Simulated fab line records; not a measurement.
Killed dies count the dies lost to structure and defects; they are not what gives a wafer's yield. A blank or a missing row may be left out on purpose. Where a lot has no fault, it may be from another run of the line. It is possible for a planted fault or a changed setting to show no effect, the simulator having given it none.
fab line records | flow sky130
record: lots: 5 | wafers: 15 | lastDay: 49
route steps=708 shown METAL1@440 PAD_OPEN@708
lots that met no fault: from a run of the same line without faults
startH: hours from the record's opening day to when the first of the lot's shown wafers began | waitH: hours from the lot's prior step to this one | " the same as in the row above | L1.1+2: several wafers, shown together as one row | - no value present, or no start provided | * or withheld: withheld | < > ~ a bound
route shown NAME@n: a module of which the file shows steps, and the number in the route of the first | usual: the fault-free wafers' mean and standard deviation | same: alike in all rows | chamber/n: place in a boat | sites: each site's reading | _std_site: their standard deviation | _edge_site: outer sites' mean less inner sites' | radiusMm: for every site, how far away it sits from the centre of the wafer | mask NAME#n: copy n | behind: the most recent tool/chamber to have shaped the wafer | hold: reason for holding the lot/hours on hold/outcome of the hold | device: which transistor (n, p or np) failed to switch | end of line: the same wafers' tests at the end of the route | step lacking rows: just its recipe | killed: dies that structure and defects cost at the first sort, which is not the same as the wafer's yield | map: per-die view of a wafer (x killed, . not killed, _ where there is no die)
set.NAME: setting as actually run; set.NAME@STEP: the setting as run at that earlier step | model.NAME: the simulator's own value behind a step, which no gauge read
certain route steps with their lots: each step a table, each wafer a row
services: a tool's chamber out of use, with start hour (startH, from the record's first day; less than 0 if before it), hours out, and reason
== steps ==
step: SKY_METAL1_THK_MEAS_06
recipe: thkMeasGauge: xrf | reads: AlCu_of_METAL1_SPUTTER_02
usual: METAL1_ALCU_THK: 251.5/2.8
lot.wafer | tool         | chamber | startH | waitH | METAL1_ALCU_THK[nm]
L692.1    | filmMetro-03 | -       | 720.10 | 0.1   | 247.6
L692.2    | "            | -       | "      | "     | 248.4
L692.4    | "            | -       | "      | "     | 251.3
L693.2    | filmMetro-04 | -       | 727.60 | 0.1   | 253.7
L693.3    | "            | -       | "      | "     | 252.9
L693.4    | "            | -       | "      | "     | 251.8
L694.1    | filmMetro-03 | -       | 739.22 | 0.1   | 254.8
L694.2    | "            | -       | "      | "     | 254.8
L694.5    | "            | -       | "      | "     | 255.8
L698.1    | filmMetro-04 | -       | 780.05 | 0.1   | 250.4
L698.4    | "            | -       | "      | "     | 254.6
L698.5    | "            | -       | "      | "     | 251.2
L713.3    | filmMetro-03 | -       | 896.30 | 0.1   | 255.8
L713.4    | "            | -       | "      | "     | 254.1
L713.5    | "            | -       | "      | "     | 256.6
step: SKY_METAL1_DEHYDRATE_07
recipe: tempC: 200 | timeS: 60
step: SKY_METAL1_HMDS_08
recipe: primeTimeS: 60 | primeTempC: 120
step: SKY_METAL1_COAT_09
recipe: resist: BARC | tempC: withheld | timeS: withheld | spinRpm: 3000 | resistThkNm: 60
step: SKY_METAL1_COAT_10
recipe: resist: KrF-thick | spinRpm: 3000 | resistThkNm: 450
step: SKY_METAL1_SOFTBAKE_11
recipe: tempC: 100 | timeS: 90 | resist: KrF-thick
step: SKY_METAL1_EXPOSE_12
recipe: maskId: MM1 | na: 0.8 | sourceShape: annular | sigmaInner: 0.55 | sigmaOuter: 0.85 | targetCdNm: 140 | doseMj: 28
step: SKY_METAL1_PEB_13
recipe: pebTempC: withheld | pebTimeS: withheld | resist: KrF-thick
step: SKY_METAL1_DEVELOP_14
recipe: developTimeS: 60 | resist: KrF-thick | devTempC: 21
step: SKY_METAL1_CD_MEAS_15
recipe: targetCdNm: 140
usual: cdNm: 139.6/1.7
lot.wafer | tool     | chamber | startH | waitH | cdNm
L692.1    | cdSem-02 | -       | 746.95 | -     | 135.8
L692.2    | "        | -       | "      | "     | 136.3
L692.4    | "        | -       | "      | "     | 137.2
L693.2    | cdSem-02 | -       | 754.67 | -     | 139.8
L693.3    | "        | -       | "      | "     | 140.8
L693.4    | "        | -       | "      | "     | 139.9
L694.1    | cdSem-02 | -       | 766.03 | -     | 137.9
L694.2    | "        | -       | "      | "     | 138.0
L694.5    | "        | -       | "      | "     | 138.2
L698.1    | cdSem-02 | -       | 805.97 | -     | 139.9
L698.4    | "        | -       | "      | "     | 139.3
L698.5    | "        | -       | "      | "     | 142.1
L713.3    | cdSem-02 | -       | 920.90 | -     | 141.1
L713.4    | "        | -       | "      | "     | 140.2
L713.5    | "        | -       | "      | "     | 141.4
step: SKY_METAL1_OVL_MEAS_16
usual: METAL1_OVL: -3/4.7
lot.wafer | tool       | chamber | startH | waitH | METAL1_OVL[nm]
L692.1    | overlay-02 | -       | 747.07 | 0.1   | -3
L692.2    | "          | -       | "      | "     | -1
L692.4    | "          | -       | "      | "     | 2
L693.2    | overlay-02 | -       | 754.77 | 0.1   | -8
L693.3    | "          | -       | "      | "     | -6
L693.4    | "          | -       | "      | "     | -7
L694.1    | overlay-01 | -       | 766.15 | 0.1   | 0
L694.2    | "          | -       | "      | "     | 0
L694.5    | "          | -       | "      | "     | -3
L698.1    | overlay-02 | -       | 806.09 | 0.1   | 5
L698.4    | "          | -       | "      | "     | 1
L698.5    | "          | -       | "      | "     | 1
L713.3    | overlay-02 | -       | 920.99 | 0.1   | -6
L713.4    | "          | -       | "      | "     | -8
L713.5    | "          | -       | "      | "     | -10
step: SKY_METAL1_DESCUM_17
recipe: chemistry: O2 | sourcePowerW: 150 | biasPowerW: 0 | pressureMtorr: 10 | tempC: 40 | timeS: 8
usual: drypumpMotorCurrentA: 5.5/0.37 | oesProductAu: 0.997/0.0084
same: timeS: 8
lot.wafer | tool        | chamber | startH | waitH | drypumpMotorCurrentA | oesProductAu | rfHoursCounterH
L692.1    | rieMetal-04 | 0       | 747.10 | 0.0   | 6.2                  | 1.000        | 14
L692.2    | "           | 1       | "      | "     | 4.8                  | 1.001        | 8
L692.4    | "           | 0       | "      | "     | 6.2                  | 0.997        | -
L693.2    | rieMetal-02 | 1       | 754.80 | 0.0   | 5.6                  | 1.008        | 12
L693.3    | "           | 1       | "      | "     | 5.6                  | 0.996        | -
L693.4    | "           | 0       | "      | "     | 5.6                  | 1.001        | -
L694.1    | rieMetal-02 | 1       | 766.19 | 0.0   | 5.6                  | 0.988        | 13
L694.2    | "           | 0       | "      | "     | 5.6                  | 1.007        | 2
L694.5    | "           | 1       | "      | "     | 5.6                  | 0.988        | -
L698.1    | rieMetal-02 | 0       | 806.13 | 0.0   | 5.6                  | 0.989        | 4
L698.4    | "           | 1       | "      | "     | 5.6                  | 0.989        | -
L698.5    | "           | 0       | "      | "     | 5.6                  | 1.001        | -
L713.3    | rieMetal-04 | 0       | 921.03 | 0.0   | 6.2                  | 0.991        | -
L713.4    | "           | 1       | "      | "     | 4.8                  | 1.000        | -
L713.5    | "           | 1       | "      | "     | 4.9                  | 1.007        | -
step: SKY_METAL1_ETCH_18
recipe: chemistry: N2/H2 | target: BARC | ionEnergyEv: 200 | biasW: 100 | pressureMtorr: 30 | n2FlowSccm: 100 | h2FlowSccm: 200 | icpW: 500 | stopOn: SiO2 | timeS: 45.9 | targetDepthA: 600
usual: drypumpMotorCurrentA: 5.5/0.37 | oesProductAu: 0.854/0.0047 | throttleValvePct: 13.224/0.0091
same: timeS: 45.9
lot.wafer | tool        | chamber | startH | waitH | drypumpMotorCurrentA | oesProductAu | rfHoursCounterH | throttleValvePct | model.KrF-thick_of_METAL1_COAT_10.thkNm
L692.1    | rieMetal-04 | 0       | 747.13 | 0.0   | 6.2                  | 0.854        | 14              | 13.221           | 392.2
L692.2    | "           | 1       | "      | "     | 4.9                  | 0.848        | 8               | 13.218           | 390.4
L692.4    | "           | 0       | "      | "     | 6.2                  | 0.853        | -               | 13.236           | 391.2
L693.2    | rieMetal-02 | 1       | 754.83 | 0.0   | 5.7                  | 0.849        | 12              | 13.217           | 389.6
L693.3    | "           | 1       | "      | "     | 5.6                  | 0.856        | -               | 13.211           | 392.7
L693.4    | "           | 0       | "      | "     | 5.7                  | 0.855        | -               | 13.211           | 392
L694.1    | rieMetal-02 | 1       | 766.22 | 0.0   | 5.6                  | 0.845        | 13              | 13.223           | 391.8
L694.2    | "           | 0       | "      | "     | 5.6                  | 0.854        | 2               | 13.217           | 394.7
L694.5    | "           | 1       | "      | "     | 5.6                  | 0.849        | -               | 13.229           | 393.6
L698.1    | rieMetal-02 | 0       | 806.16 | 0.0   | 5.7                  | 0.852        | 4               | 13.212           | 391.8
L698.4    | "           | 1       | "      | "     | 5.6                  | 0.859        | -               | 13.224           | 392.4
L698.5    | "           | 0       | "      | "     | 5.7                  | 0.854        | -               | 13.235           | 391.9
L713.3    | rieMetal-04 | 0       | 921.07 | 0.0   | 6.2                  | 0.854        | -               | 13.221           | 398.7
L713.4    | "           | 1       | "      | "     | 4.8                  | 0.862        | -               | 13.225           | 391.5
L713.5    | "           | 1       | "      | "     | 4.8                  | 0.860        | -               | 13.227           | 391.3
step: SKY_METAL1_METAL_ETCH_19
recipe: targetDepthA: 3600 | stopOn: SiO2 | overEtchFrac: 0.3 | timeS: 78 | chemistry: Cl2/BCl3 | resistSidewallDeg: 88 | pressureMtorr: 10 | icpW: 900 | biasW: 48.5 | Cl2_flow_sccm: 60 | bcl3FlowSccm: 30
usual: drypumpMotorCurrentA: 5.5/0.37 | oesProductAu: 0.854/0.0059 | throttleValvePct: 22.265/0.0078
same: timeS: 78
lot.wafer | tool        | chamber | startH | waitH | drypumpMotorCurrentA | oesProductAu | rfHoursCounterH | throttleValvePct | model.KrF-thick_of_METAL1_COAT_10.thkNm
L692.1    | rieMetal-04 | 0       | 747.20 | 0.0   | 6.2                  | 0.851        | 14              | 22.265           | 160
L692.2    | "           | 1       | "      | "     | 4.8                  | 0.850        | 8               | 22.266           | 157.9
L692.4    | "           | 0       | "      | "     | 6.2                  | 0.849        | -               | 22.267           | 159.1
L693.2    | rieMetal-02 | 1       | 754.90 | 0.0   | 5.6                  | 0.850        | 12              | 22.257           | 154.2
L693.3    | "           | 1       | "      | "     | 5.6                  | 0.858        | -               | 22.277           | 160.4
L693.4    | "           | 0       | "      | "     | 5.6                  | 0.853        | -               | 22.272           | 157.4
L694.1    | rieMetal-02 | 1       | 766.28 | 0.0   | 5.6                  | 0.848        | 13              | 22.265           | 162
L694.2    | "           | 0       | "      | "     | 5.6                  | 0.849        | 2               | 22.270           | 164.3
L694.5    | "           | 1       | "      | "     | 5.7                  | 0.859        | -               | 22.274           | 165.4
L698.1    | rieMetal-02 | 0       | 806.22 | 0.0   | 5.6                  | 0.843        | 4               | 22.263           | 156.7
L698.4    | "           | 1       | "      | "     | 5.6                  | 0.860        | -               | 22.272           | 161.6
L698.5    | "           | 0       | "      | "     | 5.7                  | 0.845        | -               | 22.269           | 159
L713.3    | rieMetal-04 | 0       | 921.14 | 0.1   | 6.2                  | 0.861        | -               | 22.273           | 168.3
L713.4    | "           | 1       | "      | "     | 4.8                  | 0.856        | -               | 22.264           | 154.9
L713.5    | "           | 1       | "      | "     | 4.8                  | 0.864        | -               | 22.266           | 154.2
step: SKY_METAL1_STRIP_20
recipe: chemistry: O2/N2 | powerW: 1400 | pressureMtorr: 1500 | platenTempC: withheld | o2FlowSccm: 3000 | n2FlowSccm: 300 | overashFraction: 0.5
usual: drypumpMotorCurrentA: 5.6/0.49 | oesProductAu: 0.343/0.0049 | stripTimeToEndpointS: 2.71/0.033
lot.wafer | tool           | chamber | startH | waitH | drypumpMotorCurrentA | oesProductAu | rfHoursCounterH | stripTimeToEndpointS
L692.1    | plasmaAsher-01 | 1       | 747.29 | 0.1   | 5.4                  | 0.341        | 58              | 2.70
L692.2    | "              | 0       | "      | "     | 5.6                  | 0.347        | 58              | 2.70
L692.4    | "              | 1       | "      | "     | 5.4                  | 0.340        | -               | 2.71
L693.2    | plasmaAsher-02 | 0       | 754.99 | 0.1   | 5.2                  | 0.342        | 1               | 2.65
L693.3    | "              | 1       | "      | "     | 6.5                  | 0.340        | -               | 2.73
L693.4    | "              | 0       | "      | "     | 5.2                  | 0.340        | -               | 2.66
L694.1    | plasmaAsher-01 | 1       | 766.37 | 0.1   | 5.4                  | 0.341        | 60              | 2.72
L694.2    | "              | 0       | "      | "     | 5.7                  | 0.345        | 60              | 2.77
L694.5    | "              | 0       | "      | "     | 5.7                  | 0.337        | -               | 2.78
L698.1    | plasmaAsher-01 | 1       | 806.31 | 0.1   | 5.4                  | 0.342        | 64              | 2.67
L698.4    | "              | 0       | "      | "     | 5.6                  | 0.337        | -               | 2.74
L698.5    | "              | 0       | "      | "     | 5.7                  | 0.338        | -               | 2.71
L713.3    | plasmaAsher-01 | 1       | 921.23 | 0.1   | 5.4                  | 0.349        | -               | 2.80
L713.4    | "              | 0       | "      | "     | 5.7                  | 0.339        | -               | 2.65
L713.5    | "              | 0       | "      | "     | 5.7                  | 0.340        | -               | 2.65
step: SKY_PAD_OPEN_PROBE_99
usual: defectLimitedYield: 82.5/1.9 | killed_at_M0_to_M3: 44/6.6 | killed_at_M4_up: 3.0/2 | killedAtContacts: 24/5.1 | killedAtFrontEnd: 15/4.1 | killedAtOther: 0.4/0.62 | killedDies: 86/9.3 | killedOnRim: 17/3.7 | killedOpen: 46/6.8 | killedShort: 40/5.8 | sort_bin_3_pad_short: 0.8/0.4 | sort_bin_5_function: 10.3/1.4 | sort_bin_6_memory: 6.4/1 | sortNPass: 406/9.3 | sortYieldPct: 82.5/1.9
same: grossDies: 492 | killedAtBackSide: 0 | sort_bin_4_leakage[%]: 0 | sort_bin_8_speed[%]: 0
lot.wafer | tool      | chamber | startH  | waitH | defectLimitedYield[%] | killed_at_M0_to_M3 | killed_at_M4_up | killedAtContacts | killedAtFrontEnd | killedAtOther | killedDies | killedOnRim | killedOpen | killedShort | sort_bin_3_pad_short[%] | sort_bin_5_function[%] | sort_bin_6_memory[%] | sortNPass | sortYieldPct[%]
L692.1    | prober-02 | -       | 1062.39 | 0.1   | 82.3                  | 42                 | 3               | 30               | 12               | 0             | 87         | 17          | 44         | 43          | 0.6                     | 10.6                   | 6.5                  | 405       | 82.3
L692.2    | prober-02 | -       | 1062.44 | 0.1   | 81.3                  | 45                 | 3               | 29               | 15               | 0             | 92         | 17          | 45         | 47          | 0.8                     | 11.2                   | 6.7                  | 400       | 81.3
L692.4    | prober-02 | -       | 1062.54 | 0.2   | 82.5                  | 42                 | 1               | 29               | 14               | 0             | 86         | 10          | 52         | 34          | 0.2                     | 10.4                   | 6.9                  | 406       | 82.5
L693.2    | prober-01 | -       | 1071.38 | 0.1   | 84.6                  | 37                 | 5               | 18               | 14               | 2             | 76         | 18          | 36         | 40          | 1.6                     | 8.3                    | 5.5                  | 416       | 84.6
L693.3    | prober-01 | -       | 1071.43 | 0.2   | 82.5                  | 40                 | 3               | 31               | 12               | 0             | 86         | 14          | 50         | 36          | 0                       | 11.4                   | 6.1                  | 406       | 82.5
L693.4    | prober-01 | -       | 1071.48 | 0.2   | 82.9                  | 45                 | 5               | 20               | 13               | 1             | 84         | 22          | 40         | 44          | 1.2                     | 9.8                    | 6.1                  | 408       | 82.9
L694.1    | prober-02 | -       | 1078.05 | 0.1   | 83.3                  | 48                 | 4               | 17               | 13               | 0             | 82         | 19          | 42         | 40          | 0.4                     | 10.6                   | 5.7                  | 410       | 83.3
L694.2    | prober-02 | -       | 1078.10 | 0.1   | 85.0                  | 45                 | 2               | 17               | 10               | 0             | 74         | 15          | 49         | 25          | 0.2                     | 8.3                    | 6.5                  | 418       | 85.0
L694.5    | prober-02 | -       | 1078.25 | 0.2   | 81.5                  | 42                 | 3               | 29               | 16               | 1             | 91         | 18          | 44         | 47          | 1.2                     | 10.4                   | 6.9                  | 401       | 81.5
L698.1    | prober-01 | -       | 1107.78 | 0.1   | 84.8                  | 41                 | 1               | 15               | 17               | 1             | 75         | 8           | 39         | 36          | 0.4                     | 8.5                    | 6.3                  | 417       | 84.8
L698.4    | prober-01 | -       | 1107.93 | 0.2   | 83.5                  | 49                 | 3               | 17               | 12               | 0             | 81         | 19          | 43         | 38          | 0.8                     | 10.0                   | 5.7                  | 411       | 83.5
L698.5    | prober-01 | -       | 1107.98 | 0.2   | 83.9                  | 42                 | 3               | 23               | 11               | 0             | 79         | 19          | 42         | 37          | 1.0                     | 9.1                    | 5.9                  | 413       | 83.9
L713.3    | prober-01 | -       | 1187.54 | 0.2   | 82.3                  | 46                 | 1               | 26               | 14               | 0             | 87         | 14          | 43         | 44          | 1.8                     | 9.8                    | 6.1                  | 405       | 82.3
L713.4    | prober-01 | -       | 1187.59 | 0.2   | 84.8                  | 48                 | 1               | 15               | 9                | 2             | 75         | 15          | 47         | 28          | 0.8                     | 8.9                    | 5.5                  | 417       | 84.8
L713.5    | prober-01 | -       | 1187.64 | 0.2   | 86.4                  | 33                 | 1               | 22               | 10               | 1             | 67         | 14          | 37         | 30          | 0.4                     | 8.5                    | 4.7                  | 425       | 86.4
killed by level:class
L692.1 CONTACT:geometricParticle:open=13 VIA1:geometricParticle:open=9 CONTACT:geometricParticle:short=8 METAL2:geometricParticle:short=8 METAL1:geometricParticle:short=7 LI_CONTACT:geometricParticle:open=5 VIA3:geometricParticle:open=5 VIA3:geometricParticle:short=4
L692.2 CONTACT:geometricParticle:open=12 VIA1:geometricParticle:open=12 VIA2:geometricParticle:open=9 METAL2:geometricParticle:short=6 LOCAL_INTERCONNECT:geometricParticle:short=6 VIA1:geometricParticle:short=5 POLY_GATE:geometricParticle:open=4 CONTACT:geometricParticle:short=4
L692.4 VIA1:geometricParticle:open=13 CONTACT:geometricParticle:open=10 LI_CONTACT:geometricParticle:open=7 CONTACT:geometricParticle:short=7 METAL1:geometricParticle:short=7 VIA2:geometricParticle:open=6 FIELD_ISO:geometricParticle:open=5 METAL2:geometricParticle:short=4
L693.2 METAL2:geometricParticle:short=11 FIELD_ISO:geometricParticle:short=7 LI_CONTACT:geometricParticle:open=7 VIA1:geometricParticle:open=6 VIA2:geometricParticle:open=6 FIELD_ISO:geometricParticle:open=5 CONTACT:geometricParticle:short=5 VIA3:geometricParticle:open=4
L693.3 VIA1:geometricParticle:open=11 LI_CONTACT:geometricParticle:open=9 CONTACT:geometricParticle:open=8 METAL2:geometricParticle:short=7 VIA2:geometricParticle:open=6 POLY_GATE:geometricParticle:open=5 CONTACT:geometricParticle:short=5 LI_CONTACT:geometricParticle:short=4
L693.4 METAL2:geometricParticle:short=9 CONTACT:geometricParticle:open=8 VIA1:geometricParticle:open=8 METAL1:geometricParticle:short=6 FIELD_ISO:geometricParticle:open=5 VIA2:geometricParticle:open=5 VIA3:geometricParticle:open=5 LOCAL_INTERCONNECT:geometricParticle:short=4
L694.1 VIA2:geometricParticle:open=11 METAL2:geometricParticle:short=9 VIA1:geometricParticle:open=8 LOCAL_INTERCONNECT:geometricParticle:short=7 CONTACT:geometricParticle:open=5 VIA1:geometricParticle:short=5 VIA2:geometricParticle:short=5 POLY_GATE:geometricParticle:open=4
L694.2 VIA3:geometricParticle:open=12 CONTACT:geometricParticle:open=10 VIA1:geometricParticle:open=10 METAL1:geometricParticle:short=7 FIELD_ISO:geometricParticle:open=4 METAL2:geometricParticle:short=4 LI_CONTACT:geometricParticle:open=3 CONTACT:geometricParticle:short=3
L694.5 CONTACT:geometricParticle:short=13 CONTACT:geometricParticle:open=11 VIA1:geometricParticle:open=11 VIA2:geometricParticle:open=8 METAL1:geometricParticle:short=6 VIA3:geometricParticle:open=6 POLY_GATE:geometricParticle:short=4 FIELD_ISO:geometricParticle:short=3
L698.1 VIA2:geometricParticle:open=8 FIELD_ISO:geometricParticle:short=7 VIA1:geometricParticle:open=7 VIA3:geometricParticle:open=7 CONTACT:geometricParticle:open=6 METAL1:geometricParticle:short=6 CONTACT:geometricParticle:short=5 VIA1:geometricParticle:short=4
L698.4 VIA2:geometricParticle:open=11 METAL2:geometricParticle:short=7 VIA3:geometricParticle:open=6 LI_CONTACT:geometricParticle:open=5 VIA1:geometricParticle:open=5 LOCAL_INTERCONNECT:geometricParticle:short=4 CONTACT:geometricParticle:open=4 METAL1:geometricParticle:short=4
L698.5 CONTACT:geometricParticle:open=12 VIA3:geometricParticle:open=7 VIA2:geometricParticle:open=6 METAL2:geometricParticle:short=5 VIA1:geometricParticle:open=5 METAL3:geometricParticle:short=5 LI_CONTACT:geometricParticle:open=4 CONTACT:geometricParticle:short=4
L713.3 VIA1:geometricParticle:open=14 CONTACT:geometricParticle:open=11 METAL2:geometricParticle:short=7 LOCAL_INTERCONNECT:geometricParticle:short=6 METAL1:geometricParticle:short=5 LI_CONTACT:geometricParticle:open=5 METAL3:geometricParticle:short=5 VIA3:geometricParticle:short=4
L713.4 VIA1:geometricParticle:open=15 VIA2:geometricParticle:open=11 LI_CONTACT:geometricParticle:open=6 METAL1:geometricParticle:short=5 VIA3:geometricParticle:open=4 FIELD_ISO:geometricParticle:short=3 CONTACT:geometricParticle:open=3 METAL2:geometricParticle:short=3
L713.5 VIA1:geometricParticle:open=9 CONTACT:geometricParticle:open=8 CONTACT:geometricParticle:short=6 VIA3:geometricParticle:open=6 VIA2:geometricParticle:open=5 METAL2:geometricParticle:short=5 FIELD_ISO:geometricParticle:short=3 LOCAL_INTERCONNECT:geometricParticle:short=3
== services ==
tool           | chamber | startH | hours | kind
rieMetal-04    | -       | 724.11 | 14.6  | pm
plasmaAsher-02 | -       | 733.75 | 9.0   | pm
plasmaAsher-02 | 0       | 733.75 | 9.0   | ventCycle
plasmaAsher-02 | 1       | 733.75 | 9.0   | ventCycle
plasmaAsher-02 | -       | 737.95 | 3.9   | repair
plasmaAsher-02 | -       | 741.57 | 0.5   | repair
plasmaAsher-02 | 0       | 742.75 | -     | clean
plasmaAsher-02 | 1       | 742.75 | -     | clean
rieMetal-04    | 0       | 756.79 | -     | clean
rieMetal-04    | 0       | 756.79 | 12.4  | scheduledDown
rieMetal-04    | 0       | 756.79 | 12.4  | ventCycle
rieMetal-02    | 1       | 778.40 | 13.6  | repair
rieMetal-02    | 1       | 810.73 | -     | clean
rieMetal-02    | 1       | 810.73 | 10.8  | scheduledDown
rieMetal-02    | 1       | 810.73 | 10.8  | ventCycle
rieMetal-04    | -       | 811.82 | 2.8   | pm
plasmaAsher-01 | -       | 832.91 | 2.8   | pm
plasmaAsher-02 | -       | 833.90 | 2.6   | repair
rieMetal-02    | 1       | 905.05 | 10.4  | repair
== key ==
firstSign none at tools or gauges
modelEffect: step: SKY_METAL1_ETCH_18 | value: KrF-thick_of_METAL1_COAT_10.thkNm | without: 392.1 | struck: 398.7
modelEffect: step: SKY_METAL1_METAL_ETCH_19 | value: KrF-thick_of_METAL1_COAT_10.thkNm | without: 161.8 | struck: 168.3
metAt SKY_METAL1_ETCH_18
struckWafers L713.3
onsetBetween 747.13 921.07
fault: kind: processParameterDrift | tool: rieMetal-04 | chamber: 0 | onsetH: 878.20 | steps: SKY_METAL1_ETCH_18 | channel: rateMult | offset: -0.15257 | shape: step | endH: 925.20
